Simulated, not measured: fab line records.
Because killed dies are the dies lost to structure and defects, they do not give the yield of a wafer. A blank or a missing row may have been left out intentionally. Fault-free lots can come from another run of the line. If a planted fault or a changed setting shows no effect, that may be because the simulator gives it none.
Which of the tools did it? / flow gf180mcu / Sampling: 14 lots, 42 wafers, 4 of 602 route steps

## WHAT THE GAUGES SHOWED, per wafer
The record lacks any reading of a measuring or inspecting step that a usual standard deviation could be used to judge.

## TOOL THAT RAN EACH LOT (tool first, then ch and the chambers of the sampled wafers, then the start)
lot=L492; GF_M4_SPUTTER_04=pvd_sputter-04, day 22 10:11; GF_V4_CMP_04=cmp-01 ch 1,2, day 23 09:19; GF_V4_PEB_12=litho_track-01 ch 0, day 24 07:40; GF_V4_CVD_23=cvd_w-02 ch 0,1, day 24 08:57
lot=L495; GF_M4_SPUTTER_04=pvd_sputter-04, day 23 14:01; GF_V4_CMP_04=cmp-01 ch 2,3, day 24 13:25; GF_V4_PEB_12=litho_track-03 ch 0, day 25 11:16; GF_V4_CVD_23=cvd_w-02 ch 0,1, day 25 12:32
lot=L496; GF_M4_SPUTTER_04=pvd_sputter-04, day 24 09:58; GF_V4_CMP_04=cmp-02 ch 1,2, day 25 08:30; GF_V4_PEB_12=litho_track-01 ch 0, day 26 05:50; GF_V4_CVD_23=cvd_w-01 ch 0,1, day 26 07:07
lot=L497; GF_M4_SPUTTER_04=pvd_sputter-04, day 24 21:23; GF_V4_CMP_04=cmp-01 ch 1,2, day 25 20:06; GF_V4_PEB_12=litho_track-01 ch 0, day 26 17:05; GF_V4_CVD_23=cvd_w-01 ch 0,1, day 26 18:22
lot=L499; GF_M4_SPUTTER_04=pvd_sputter-02, day 25 03:35; GF_V4_CMP_04=cmp-02 ch 0,1,2, day 26 01:33; GF_V4_PEB_12=litho_track-01 ch 0, day 26 22:04; GF_V4_CVD_23=cvd_w-02 ch 0, day 26 23:20
lot=L502; GF_M4_SPUTTER_04=pvd_sputter-02, day 26 05:05; GF_V4_CMP_04=cmp-01 ch 0,3, day 27 02:47; GF_V4_PEB_12=litho_track-04 ch 0, day 27 23:00; GF_V4_CVD_23=cvd_w-02 ch 0,1, day 28 00:14
lot=L504; GF_M4_SPUTTER_04=pvd_sputter-04, day 26 17:15; GF_V4_CMP_04=cmp-01 ch 1,3, day 27 14:38; GF_V4_PEB_12=litho_track-03, day 28 09:34; GF_V4_CVD_23=cvd_w-02 ch 0,1, day 28 10:50
lot=L505; GF_M4_SPUTTER_04=pvd_sputter-01, day 27 05:04; GF_V4_CMP_04=cmp-02 ch 0,1,2, day 28 02:03; GF_V4_PEB_12=litho_track-01, day 28 21:30; GF_V4_CVD_23=cvd_w-01 ch 0,1, day 28 22:44
lot=L509; GF_M4_SPUTTER_04=pvd_sputter-02, day 28 05:16; GF_V4_CMP_04=cmp-01 ch 0,2,3, day 29 02:21; GF_V4_PEB_12=litho_track-03 ch 0, day 29 21:10; GF_V4_CVD_23=cvd_w-02 ch 1, day 29 22:28
lot=L510; GF_M4_SPUTTER_04=pvd_sputter-02, day 28 10:14; GF_V4_CMP_04=cmp-02 ch 0,1, day 29 06:52; GF_V4_PEB_12=litho_track-04 ch 0, day 30 01:29; GF_V4_CVD_23=cvd_w-02 ch 1, day 30 02:46
lot=L511; GF_M4_SPUTTER_04=pvd_sputter-04, day 28 18:44; GF_V4_CMP_04=cmp-01 ch 0,1,2, day 29 15:05; GF_V4_PEB_12=litho_track-01 ch 0, day 30 09:35; GF_V4_CVD_23=cvd_w-02 ch 1, day 30 10:53
lot=L512; GF_M4_SPUTTER_04=pvd_sputter-01, day 29 01:56; GF_V4_CMP_04=cmp-02 ch 0,2,3, day 29 21:15; GF_V4_PEB_12=litho_track-04 ch 0, day 30 15:10; GF_V4_CVD_23=cvd_w-02 ch 1, day 30 16:26
lot=L513; GF_M4_SPUTTER_04=pvd_sputter-02, day 29 06:28; GF_V4_CMP_04=cmp-01 ch 0,2,3, day 30 02:19; GF_V4_PEB_12=litho_track-04 ch 0, day 30 20:28; GF_V4_CVD_23=cvd_w-01 ch 0,1, day 30 21:44
lot=L514; GF_M4_SPUTTER_04=pvd_sputter-04, day 29 12:13; GF_V4_CMP_04=cmp-02 ch 1,2,3, day 30 07:57; GF_V4_PEB_12=litho_track-01 ch 0, day 31 02:37; GF_V4_CVD_23=cvd_w-02 ch 1, day 31 03:58
- GF_M4_SPUTTER_04: material TiN, target thk 50 nm, time 41.7 s.
- GF_V4_CMP_04: polishes SiO2.
- GF_V4_PEB_12: peb time 87.29 s.
- GF_V4_CVD_23: deposits W, target thk 350 nm, time 104.9 s.

## WHAT THE TOOLS THEMSELVES READ (means of the sampled wafers that have a number; where no wafer has one, the mark that the record gives instead)
GF_M4_SPUTTER_04. Usual: throttle_valve_pct 29.2 %, standard deviation 1.1.
lot=L492; tool=pvd_sputter-04; throttle_valve_pct (%)=29.6; flag=
lot=L495; tool=pvd_sputter-04; throttle_valve_pct (%)=30.1; flag=
lot=L496; tool=pvd_sputter-04; throttle_valve_pct (%)=29.5; flag=
lot=L497; tool=pvd_sputter-04; throttle_valve_pct (%)=30.8; flag=
lot=L499; tool=pvd_sputter-02; throttle_valve_pct (%)=28.2; flag=
lot=L502; tool=pvd_sputter-02; throttle_valve_pct (%)=29.1; flag=
lot=L504; tool=pvd_sputter-04; throttle_valve_pct (%)=31.0; flag=
lot=L505; tool=pvd_sputter-01; throttle_valve_pct (%)=29.3; flag=
lot=L509; tool=pvd_sputter-02; throttle_valve_pct (%)=28.2; flag=
lot=L510; tool=pvd_sputter-02; throttle_valve_pct (%)=28.8; flag=
lot=L511; tool=pvd_sputter-04; throttle_valve_pct (%)=30.3; flag=
lot=L512; tool=pvd_sputter-01; throttle_valve_pct (%)=28.8; flag=
lot=L513; tool=pvd_sputter-02; throttle_valve_pct (%)=29.7; flag=
lot=L514; tool=pvd_sputter-04; throttle_valve_pct (%)=30.7; flag=

GF_V4_CMP_04. Usual: motor_current_A 12.2 A, standard deviation 0.97; time_to_endpoint_s 81 s, standard deviation 4.8.
lot=L492; tool=cmp-01; motor_current_A (A)=12.8; time_to_endpoint_s (s)=81; flag=
lot=L495; tool=cmp-01; motor_current_A (A)=13.6; time_to_endpoint_s (s)=80; flag=
lot=L496; tool=cmp-02; motor_current_A (A)=12.4; time_to_endpoint_s (s)=87; flag=
lot=L497; tool=cmp-01; motor_current_A (A)=12.1; time_to_endpoint_s (s)=83; flag=
lot=L499; tool=cmp-02; motor_current_A (A)=12.7; time_to_endpoint_s (s)=90; flag=
lot=L502; tool=cmp-01; motor_current_A (A)=12.4; time_to_endpoint_s (s)=81; flag=
lot=L504; tool=cmp-01; motor_current_A (A)=13.3; time_to_endpoint_s (s)=81; flag=
lot=L505; tool=cmp-02; motor_current_A (A)=12.6; time_to_endpoint_s (s)=85; flag=
lot=L509; tool=cmp-01; motor_current_A (A)=12.1; time_to_endpoint_s (s)=82; flag=
lot=L510; tool=cmp-02; motor_current_A (A)=11.8; time_to_endpoint_s (s)=84; flag=
lot=L511; tool=cmp-01; motor_current_A (A)=12.0; time_to_endpoint_s (s)=78; flag=
lot=L512; tool=cmp-02; motor_current_A (A)=12.1; time_to_endpoint_s (s)=76; flag=
lot=L513; tool=cmp-01; motor_current_A (A)=12.4; time_to_endpoint_s (s)=79; flag=
lot=L514; tool=cmp-02; motor_current_A (A)=12.1; time_to_endpoint_s (s)=87; flag=

GF_V4_PEB_12. Usual: chill_plate_temp_C 23.04 C, standard deviation 0.11; exhaust_pa 45.3 Pa, standard deviation 0.79; plate_temp_C 134.98 C, standard deviation 0.15.
lot=L492; tool=litho_track-01; chill_plate_temp_C (C)=23.07; exhaust_pa (Pa)=45.0; plate_temp_C (C)=134.84; flag=
lot=L495; tool=litho_track-03; chill_plate_temp_C (C)=23.06; exhaust_pa (Pa)=44.9; plate_temp_C (C)=135.06; flag=
lot=L496; tool=litho_track-01; chill_plate_temp_C (C)=23.06; exhaust_pa (Pa)=44.8; plate_temp_C (C)=135.03; flag=
lot=L497; tool=litho_track-01; chill_plate_temp_C (C)=23.01; exhaust_pa (Pa)=46.4; plate_temp_C (C)=135.09; flag=
lot=L499; tool=litho_track-01; chill_plate_temp_C (C)=23.10; exhaust_pa (Pa)=45.3; plate_temp_C (C)=134.83; flag=
lot=L502; tool=litho_track-04; chill_plate_temp_C (C)=22.99; exhaust_pa (Pa)=45.2; plate_temp_C (C)=134.88; flag=
lot=L504; tool=litho_track-03; chill_plate_temp_C (C)=-; exhaust_pa (Pa)=-; plate_temp_C (C)=-; flag=OFF
lot=L505; tool=litho_track-01; chill_plate_temp_C (C)=-; exhaust_pa (Pa)=-; plate_temp_C (C)=-; flag=OFF
lot=L509; tool=litho_track-03; chill_plate_temp_C (C)=22.96; exhaust_pa (Pa)=45.1; plate_temp_C (C)=134.88; flag=
lot=L510; tool=litho_track-04; chill_plate_temp_C (C)=23.07; exhaust_pa (Pa)=44.6; plate_temp_C (C)=135.23; flag=
lot=L511; tool=litho_track-01; chill_plate_temp_C (C)=23.07; exhaust_pa (Pa)=45.2; plate_temp_C (C)=134.84; flag=
lot=L512; tool=litho_track-04; chill_plate_temp_C (C)=22.91; exhaust_pa (Pa)=44.2; plate_temp_C (C)=135.09; flag=
lot=L513; tool=litho_track-04; chill_plate_temp_C (C)=23.10; exhaust_pa (Pa)=45.4; plate_temp_C (C)=134.92; flag=
lot=L514; tool=litho_track-01; chill_plate_temp_C (C)=23.02; exhaust_pa (Pa)=45.9; plate_temp_C (C)=134.78; flag=

GF_V4_CVD_23. Usual: heater_power_w 838 W, standard deviation 22.
lot=L492; tool=cvd_w-02; heater_power_w (W)=821; flag=
lot=L495; tool=cvd_w-02; heater_power_w (W)=826; flag=
lot=L496; tool=cvd_w-01; heater_power_w (W)=853; flag=
lot=L497; tool=cvd_w-01; heater_power_w (W)=835; flag=
lot=L499; tool=cvd_w-02; heater_power_w (W)=844; flag=
lot=L502; tool=cvd_w-02; heater_power_w (W)=842; flag=
lot=L504; tool=cvd_w-02; heater_power_w (W)=832; flag=
lot=L505; tool=cvd_w-01; heater_power_w (W)=839; flag=
lot=L509; tool=cvd_w-02; heater_power_w (W)=827; flag=
lot=L510; tool=cvd_w-02; heater_power_w (W)=839; flag=
lot=L511; tool=cvd_w-02; heater_power_w (W)=822; flag=
lot=L512; tool=cvd_w-02; heater_power_w (W)=813; flag=
lot=L513; tool=cvd_w-01; heater_power_w (W)=838; flag=
lot=L514; tool=cvd_w-02; heater_power_w (W)=841; flag=

## THE ANSWER, worked out from the rows above alone
Rule: a lot counts as off when the mean over its wafers that have a number is more than 3 standard deviations away from the usual mean. A lot without any number at a reading at which 4 lots or more have one is off too. All remaining lots with rows at the step are treated as sound. Order of review: gauges by route order, followed by the tools' own readings, for which a lot's mean as printed above is used. The first step at which some lot is off is used, and at that step the reading that is off furthest; a lot without a number counts as furthest.
Off at GF_V4_PEB_12 (chill_plate_temp_C): L504, L505. Without a number there: L504, L505.
If a tool, at that step or one of the process steps before it, ran each lot that is off and ran no sound lot following the first of them, it fits. None of those tried fits.

## WHAT WAS PUT IN BY THE SIMULATOR
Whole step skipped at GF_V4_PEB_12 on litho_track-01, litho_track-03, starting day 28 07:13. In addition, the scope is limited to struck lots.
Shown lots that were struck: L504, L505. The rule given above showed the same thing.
